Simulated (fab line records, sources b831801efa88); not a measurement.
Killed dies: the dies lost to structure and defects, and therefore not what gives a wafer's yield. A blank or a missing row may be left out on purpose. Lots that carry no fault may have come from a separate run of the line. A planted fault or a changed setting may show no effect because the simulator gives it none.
Which tool was responsible? / flow sky130 / 24 lots with 72 wafers sampled at 4 steps, on a route of 708 steps

## WHAT EACH GAUGE READ, for each wafer
SKY_LDD_HVP_OVL_MEAS_07.
lot=L074; measured=day 21 09:53; on=overlay-01; LDD_HVP_OVL (nm)=2.0 0.7 -0.2
lot=L075; measured=day 21 14:58; on=overlay-01; LDD_HVP_OVL (nm)=1.9 2.6 2.9
lot=L076; measured=day 22 02:54; on=overlay-01; LDD_HVP_OVL (nm)=-0.1 -0.3 -1.4
lot=L077; measured=day 22 11:37; on=overlay-01; LDD_HVP_OVL (nm)=2.8 0.8 1.1
lot=L078; measured=day 23 01:26; on=overlay-01; LDD_HVP_OVL (nm)=-0.1 -1.6 0.1
lot=L079; measured=day 23 09:17; on=overlay-02; LDD_HVP_OVL (nm)=1.4 1.9 1.8
lot=L081; measured=day 23 19:23; on=overlay-02; LDD_HVP_OVL (nm)=1.2 3.4 3.4
lot=L080; measured=day 23 19:41; on=overlay-02; LDD_HVP_OVL (nm)=4.4 1.0 1.6
lot=L082; measured=day 24 14:17; on=overlay-01; LDD_HVP_OVL (nm)=2.3 1.4 2.3
lot=L083; measured=day 25 12:24; on=overlay-01; LDD_HVP_OVL (nm)=2.2 3.1 1.9
lot=L084; measured=day 26 08:54; on=overlay-02; LDD_HVP_OVL (nm)=3.5 2.0 3.5
lot=L085; measured=day 26 09:08; on=overlay-02; LDD_HVP_OVL (nm)=0.0 -0.9 3.0
lot=L086; measured=day 26 14:05; on=overlay-02; LDD_HVP_OVL (nm)=3.5 3.3 2.7
lot=L087; measured=day 26 14:51; on=overlay-01; LDD_HVP_OVL (nm)=1.7 2.9 1.9
lot=L088; measured=day 26 20:53; on=overlay-02; LDD_HVP_OVL (nm)=2.5 1.7 -0.3
lot=L089; measured=day 27 02:29; on=overlay-02; LDD_HVP_OVL (nm)=1.7 1.8 3.0
lot=L090; measured=day 27 06:12; on=overlay-02; LDD_HVP_OVL (nm)=0.8 -0.1 2.8
lot=L092; measured=day 27 22:59; on=overlay-02; LDD_HVP_OVL (nm)=-0.5 0.4 2.5
lot=L091; measured=day 28 00:01; on=overlay-01; LDD_HVP_OVL (nm)=0.8 1.7 2.0
lot=L093; measured=day 28 04:43; on=overlay-02; LDD_HVP_OVL (nm)=-0.2 2.2 1.7
lot=L094; measured=day 28 12:26; on=overlay-01; LDD_HVP_OVL (nm)=5.1 3.1 4.1
lot=L095; measured=day 28 19:18; on=overlay-02; LDD_HVP_OVL (nm)=3.3 1.1 3.9
lot=L096; measured=day 28 21:29; on=overlay-01; LDD_HVP_OVL (nm)=0.6 1.2 0.9
lot=L097; measured=day 29 13:20; on=overlay-01; LDD_HVP_OVL (nm)=4.2 2.6 3.6

SKY_VIA2_RS_MEAS_22: a four-point-probe measurement.
lot=L074; measured=day 36 02:25; on=filmMetro-01; VIA2_W_RS (ohm/sq)=0.266 0.274 0.265
lot=L075; measured=day 36 06:35; on=filmMetro-03; VIA2_W_RS (ohm/sq)=0.272 0.271 0.269
lot=L076; measured=day 36 17:13; on=filmMetro-02; VIA2_W_RS (ohm/sq)=0.275 0.271 0.274
lot=L077; measured=day 37 00:13; on=filmMetro-01; VIA2_W_RS (ohm/sq)=0.268 0.263 0.276
lot=L078; measured=day 37 12:29; on=filmMetro-02; VIA2_W_RS (ohm/sq)=0.266 0.269 0.275
lot=L079; measured=day 37 19:26; on=filmMetro-03; VIA2_W_RS (ohm/sq)=0.272 0.268 0.272
lot=L081; measured=day 38 06:33; on=filmMetro-02; VIA2_W_RS (ohm/sq)=0.263 0.272 0.270
lot=L080; measured=day 38 14:19; on=filmMetro-03; VIA2_W_RS (ohm/sq)=0.275 0.274 0.275
lot=L082; measured=day 38 19:00; on=filmMetro-02; VIA2_W_RS (ohm/sq)=0.277 0.264 0.274
lot=L083; measured=day 39 15:17; on=filmMetro-03; VIA2_W_RS (ohm/sq)=0.268 0.266 0.275
lot=L084; measured=day 40 09:03; on=filmMetro-01; VIA2_W_RS (ohm/sq)=0.262 0.272 0.271
lot=L085; measured=day 40 10:11; on=filmMetro-02; VIA2_W_RS (ohm/sq)=0.266 0.267 0.271
lot=L086; measured=day 40 13:14; on=filmMetro-02; VIA2_W_RS (ohm/sq)=0.265 0.271 0.276
lot=L087; measured=day 40 14:14; on=filmMetro-02; VIA2_W_RS (ohm/sq)=0.279 0.278 0.278
lot=L088; measured=day 40 19:50; on=filmMetro-03; VIA2_W_RS (ohm/sq)=0.276 0.270 0.270
lot=L089; measured=day 40 23:28; on=filmMetro-01; VIA2_W_RS (ohm/sq)=0.270 0.276 0.275
lot=L090; measured=day 41 01:37; on=filmMetro-02; VIA2_W_RS (ohm/sq)=0.266 0.262 0.270
lot=L092; measured=day 41 17:20; on=filmMetro-01; VIA2_W_RS (ohm/sq)=0.274 0.270 0.271
lot=L091; measured=day 41 17:52; on=filmMetro-03; VIA2_W_RS (ohm/sq)=0.274 0.269 0.271
lot=L093; measured=day 41 22:25; on=filmMetro-03; VIA2_W_RS (ohm/sq)=0.275 0.275 0.266
lot=L094; measured=day 42 06:35; on=filmMetro-02; VIA2_W_RS (ohm/sq)=0.273 0.265 0.273
lot=L095; measured=day 42 09:27; on=filmMetro-01; VIA2_W_RS (ohm/sq)=0.276 0.274 0.275
lot=L096; measured=day 42 12:45; on=filmMetro-03; VIA2_W_RS (ohm/sq)=0.274 0.277 0.277
lot=L097; measured=day 43 00:38; on=filmMetro-02; VIA2_W_RS (ohm/sq)=0.273 0.278 0.274

SKY_METAL3_OVL_MEAS_14.
lot=L074; measured=day 38 07:47; on=overlay-02; METAL3_OVL (nm)=-6 -6 0
lot=L075; measured=day 38 12:08; on=overlay-02; METAL3_OVL (nm)=-4 0 4
lot=L076; measured=day 38 21:58; on=overlay-01; METAL3_OVL (nm)=4 -1 0
lot=L077; measured=day 39 03:32; on=overlay-01; METAL3_OVL (nm)=-1 7 0
lot=L078; measured=day 39 16:05; on=overlay-01; METAL3_OVL (nm)=0 -1 1
lot=L079; measured=day 39 22:39; on=overlay-01; METAL3_OVL (nm)=5 4 1
lot=L081; measured=day 40 09:53; on=overlay-02; METAL3_OVL (nm)=-11 -9 -8
lot=L080; measured=day 40 16:50; on=overlay-02; METAL3_OVL (nm)=-1 -4 2
lot=L082; measured=day 40 21:59; on=overlay-02; METAL3_OVL (nm)=-1 -3 -5
lot=L083; measured=day 41 16:29; on=overlay-02; METAL3_OVL (nm)=-1 7 11
lot=L084; measured=day 42 10:20; on=overlay-02; METAL3_OVL (nm)=1 4 -3
lot=L085; measured=day 42 11:59; on=overlay-02; METAL3_OVL (nm)=3 9 6
lot=L086; measured=day 42 14:19; on=overlay-01; METAL3_OVL (nm)=-5 6 6
lot=L087; measured=day 42 15:14; on=overlay-01; METAL3_OVL (nm)=0 -10 5
lot=L088; measured=day 42 21:47; on=overlay-01; METAL3_OVL (nm)=7 13 9
lot=L089; measured=day 43 00:25; on=overlay-01; METAL3_OVL (nm)=-2 6 6
lot=L090; measured=day 43 02:36; on=overlay-01; METAL3_OVL (nm)=7 2 -2
lot=L092; measured=day 43 16:59; on=overlay-02; METAL3_OVL (nm)=-3 -4 0
lot=L091; measured=day 43 17:26; on=overlay-02; METAL3_OVL (nm)=6 4 6
lot=L093; measured=day 43 22:04; on=overlay-02; METAL3_OVL (nm)=-8 2 -2
lot=L094; measured=day 44 04:38; on=overlay-01; METAL3_OVL (nm)=-5 2 6
lot=L095; measured=day 44 08:34; on=overlay-02; METAL3_OVL (nm)=0 -4 -6
lot=L096; measured=day 44 12:17; on=overlay-02; METAL3_OVL (nm)=-5 1 7
lot=L097; measured=day 44 22:04; on=overlay-01; METAL3_OVL (nm)=-4 6 0

## WHICH TOOL RAN EACH LOT (tool, then ch and the chambers of the sampled wafers, then the start)
lot=L074; SKY_METAL3_SPUTTER_03=pvdSputter-02, day 36 02:58
lot=L075; SKY_METAL3_SPUTTER_03=pvdSputter-02, day 36 07:08
lot=L076; SKY_METAL3_SPUTTER_03=pvdSputter-01, day 36 17:44
lot=L077; SKY_METAL3_SPUTTER_03=pvdSputter-01, day 37 00:46
lot=L078; SKY_METAL3_SPUTTER_03=pvdSputter-02, day 37 13:02
lot=L079; SKY_METAL3_SPUTTER_03=pvdSputter-03, day 37 19:58
lot=L081; SKY_METAL3_SPUTTER_03=pvdSputter-02, day 38 07:06
lot=L080; SKY_METAL3_SPUTTER_03=pvdSputter-03, day 38 14:52
lot=L082; SKY_METAL3_SPUTTER_03=pvdSputter-01, day 38 19:34
lot=L083; SKY_METAL3_SPUTTER_03=pvdSputter-01, day 39 15:51
lot=L084; SKY_METAL3_SPUTTER_03=pvdSputter-02, day 40 09:37
lot=L085; SKY_METAL3_SPUTTER_03=pvdSputter-02, day 40 10:44
lot=L086; SKY_METAL3_SPUTTER_03=pvdSputter-01, day 40 13:49
lot=L087; SKY_METAL3_SPUTTER_03=pvdSputter-02, day 40 15:01
lot=L088; SKY_METAL3_SPUTTER_03=pvdSputter-01, day 40 20:24
lot=L089; SKY_METAL3_SPUTTER_03=pvdSputter-02, day 41 00:02
lot=L090; SKY_METAL3_SPUTTER_03=pvdSputter-03, day 41 02:09
lot=L092; SKY_METAL3_SPUTTER_03=pvdSputter-03, day 41 17:53
lot=L091; SKY_METAL3_SPUTTER_03=pvdSputter-02, day 41 18:25
lot=L093; SKY_METAL3_SPUTTER_03=pvdSputter-02, day 41 22:55
lot=L094; SKY_METAL3_SPUTTER_03=pvdSputter-03, day 42 07:08
lot=L095; SKY_METAL3_SPUTTER_03=pvdSputter-01, day 42 10:01
lot=L096; SKY_METAL3_SPUTTER_03=pvdSputter-01, day 42 13:18
lot=L097; SKY_METAL3_SPUTTER_03=pvdSputter-03, day 43 01:11
- SKY_METAL3_SPUTTER_03: material Ti, target thk 5 nm, time 3.3 s.

## WHAT THE TOOLS THEMSELVES READ (means of the sampled wafers that have a number; where no wafer has one, the mark that the record gives instead)
SKY_METAL3_SPUTTER_03.
lot=L074; tool=pvdSputter-02; chamberPressurePa (Pa)=0.4121; throttleValvePct (%)=31.1
lot=L075; tool=pvdSputter-02; chamberPressurePa (Pa)=0.4127; throttleValvePct (%)=31.1
lot=L076; tool=pvdSputter-01; chamberPressurePa (Pa)=0.4120; throttleValvePct (%)=30.1
lot=L077; tool=pvdSputter-01; chamberPressurePa (Pa)=0.4118; throttleValvePct (%)=30.4
lot=L078; tool=pvdSputter-02; chamberPressurePa (Pa)=0.4125; throttleValvePct (%)=30.9
lot=L079; tool=pvdSputter-03; chamberPressurePa (Pa)=0.4127; throttleValvePct (%)=30.3
lot=L081; tool=pvdSputter-02; chamberPressurePa (Pa)=0.4124; throttleValvePct (%)=31.0
lot=L080; tool=pvdSputter-03; chamberPressurePa (Pa)=0.4129; throttleValvePct (%)=30.1
lot=L082; tool=pvdSputter-01; chamberPressurePa (Pa)=0.4131; throttleValvePct (%)=30.4
lot=L083; tool=pvdSputter-01; chamberPressurePa (Pa)=0.4118; throttleValvePct (%)=30.6
lot=L084; tool=pvdSputter-02; chamberPressurePa (Pa)=0.4120; throttleValvePct (%)=30.9
lot=L085; tool=pvdSputter-02; chamberPressurePa (Pa)=0.4128; throttleValvePct (%)=31.2
lot=L086; tool=pvdSputter-01; chamberPressurePa (Pa)=0.4116; throttleValvePct (%)=30.2
lot=L087; tool=pvdSputter-02; chamberPressurePa (Pa)=0.4126; throttleValvePct (%)=30.9
lot=L088; tool=pvdSputter-01; chamberPressurePa (Pa)=0.4131; throttleValvePct (%)=30.5
lot=L089; tool=pvdSputter-02; chamberPressurePa (Pa)=0.4128; throttleValvePct (%)=30.9
lot=L090; tool=pvdSputter-03; chamberPressurePa (Pa)=0.4118; throttleValvePct (%)=30.3
lot=L092; tool=pvdSputter-03; chamberPressurePa (Pa)=0.4124; throttleValvePct (%)=31.2
lot=L091; tool=pvdSputter-02; chamberPressurePa (Pa)=0.4127; throttleValvePct (%)=31.2
lot=L093; tool=pvdSputter-02; chamberPressurePa (Pa)=0.4123; throttleValvePct (%)=31.1
lot=L094; tool=pvdSputter-03; chamberPressurePa (Pa)=0.4127; throttleValvePct (%)=30.8
lot=L095; tool=pvdSputter-01; chamberPressurePa (Pa)=0.4125; throttleValvePct (%)=30.2
lot=L096; tool=pvdSputter-01; chamberPressurePa (Pa)=0.4121; throttleValvePct (%)=30.4
lot=L097; tool=pvdSputter-03; chamberPressurePa (Pa)=0.4121; throttleValvePct (%)=30.1

## THE ANSWER, worked out from the rows above alone
Rule: the lots themselves supply what counts as usual. Put in order of their means at a reading, lots are off if they are a third of the lots or fewer, leave a main group of 4 or more, and stand apart from it by a gap of 3 or more times the standard deviation of the main group's means; of several such gaps the widest counts. Not used: any main group whose means are identical at the precision the tables above print for the reading. Also off: a lot with no number at a reading for which 4 or more lots have one. The other lots that the step has rows for count as sound. After the gauges, taken in route order, come the tools' own readings; for these a lot's mean is taken, as printed above. At the first step where some lot is off, the reading lying furthest off is the one used; lots without a number count as furthest.
Nothing can be told from this: no lot is off at any reading shown.

## WHAT THE SIMULATOR PUT IN
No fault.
